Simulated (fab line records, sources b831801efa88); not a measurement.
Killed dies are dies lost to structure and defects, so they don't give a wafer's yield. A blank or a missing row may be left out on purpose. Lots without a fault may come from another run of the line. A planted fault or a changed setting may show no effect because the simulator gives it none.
Problem report in the 8D (eight disciplines) form, filled by code | flow sky130 | the parts of the form that need people (team, actions taken, sign-off) are left out

1. THE PROBLEM
killed_at_M0_to_M3 at SKY_PAD_OPEN_PROBE_99 reads a mean of 235 on 6 wafers of 2 lots; wafers without a fault read 43 with a standard deviation of 6.8. That is +28 standard deviations from the usual mean.
First seen on wafer L956.2, day 48 13:38, on prober-02. The record holds 12 wafers of 4 lots with a number at this step. Rule for "out", or "out of limits": more than 4 standard deviations from the usual mean. The other wafers with a number count as sound.

2. WHAT IT IS AND WHAT IT IS NOT
question                    | is                                                                                                                                                              | is not
which readings at this step | killed_at_M0_to_M3, defect_limited_yield, killed_dies, killed_on_rim, sort_bin_3_pad_short, sort_bin_5_function, sort_bin_6_memory, sort_n_pass, sort_yield_pct | killed_at_M4_up, killed_at_front_end, killed_at_other
which lots                  | L956, L957                                                                                                                                                      | L946, L965
which wafers of those lots  | all that have a number                                                                                                                                          | -
read on which tools         | prober-01, prober-02                                                                                                                                            | -
when                        | from day 48 13:38                                                                                                                                               | up to then (3 sound wafers); but 3 sound wafers of L965 came after

3. SUSPECTS, AND WHAT RULES EACH OUT
Counting: a tool at a process step up to the reading stays a suspect if it ran every lot that is out and no sound lot after the first of them.
- cmp-01 at SKY_VIA2_CMP_02 (polishes SiO2): kept. It ran every lot that is out, first L956 (day 38 20:50), and no sound lot after that; its last sound lot up to then is L946 (day 34 20:14).
Left after counting: cmp-01 at SKY_VIA2_CMP_02.

4. THE CAUSE (what the simulator had put in)
Chamber particle source: cmp-01, from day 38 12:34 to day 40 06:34, at SKY_VIA2_CMP_02. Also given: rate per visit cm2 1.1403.
Counting left only this tool.

5. THE CHAIN OF EFFECTS, in route order
Each row: a reading whose mean over the struck wafers that have a number lies more than 3 standard deviations from the usual. Only readings for which the record gives a usual standard deviation are gone through. hours: the time from each lot's start at the first step in this table that gives one to its start at this step, as a median over the lots. sigmas: the change in usual standard deviations.
hours | step                  | reading              | usual  | on struck wafers | change | sigmas
0     | SKY_PAD_OPEN_PROBE_99 | defect_limited_yield | 82.7 % | 45.0             | -37.7  | -20
0     | SKY_PAD_OPEN_PROBE_99 | killed_at_M0_to_M3   | 43     | 235              | +192   | +28
0     | SKY_PAD_OPEN_PROBE_99 | killed_dies          | 85     | 270              | +185   | +20
0     | SKY_PAD_OPEN_PROBE_99 | killed_on_rim        | 16     | 54               | +38    | +9.5
0     | SKY_PAD_OPEN_PROBE_99 | sort_bin_3_pad_short | 0.8 %  | 3.6              | +2.8   | +7.7
0     | SKY_PAD_OPEN_PROBE_99 | sort_bin_5_function  | 10.2 % | 34.9             | +24.7  | +16
0     | SKY_PAD_OPEN_PROBE_99 | sort_bin_6_memory    | 6.2 %  | 16.4             | +10.2  | +9.3
0     | SKY_PAD_OPEN_PROBE_99 | sort_n_pass          | 407    | 222              | -185   | -20
0     | SKY_PAD_OPEN_PROBE_99 | sort_yield_pct       | 82.7 % | 45.0             | -37.7  | -20
The process steps in it:
- SKY_PAD_OPEN_PROBE_99

6. WHAT WOULD HAVE CAUGHT IT SOONER
In this record the first reading out of limits was taken at day 48 13:38, 241 hours after the fault began at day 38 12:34.
Of the tool readings at SKY_VIA2_CMP_02 for which the record gives a usual standard deviation, none was out on any struck wafer, so an alarm limit of 4 standard deviations on them would not have fired.
All the lots that are out (2) had begun SKY_VIA2_CMP_02 on cmp-01 by day 48 13:38. A hold on the tool at that time would have spared none of them.
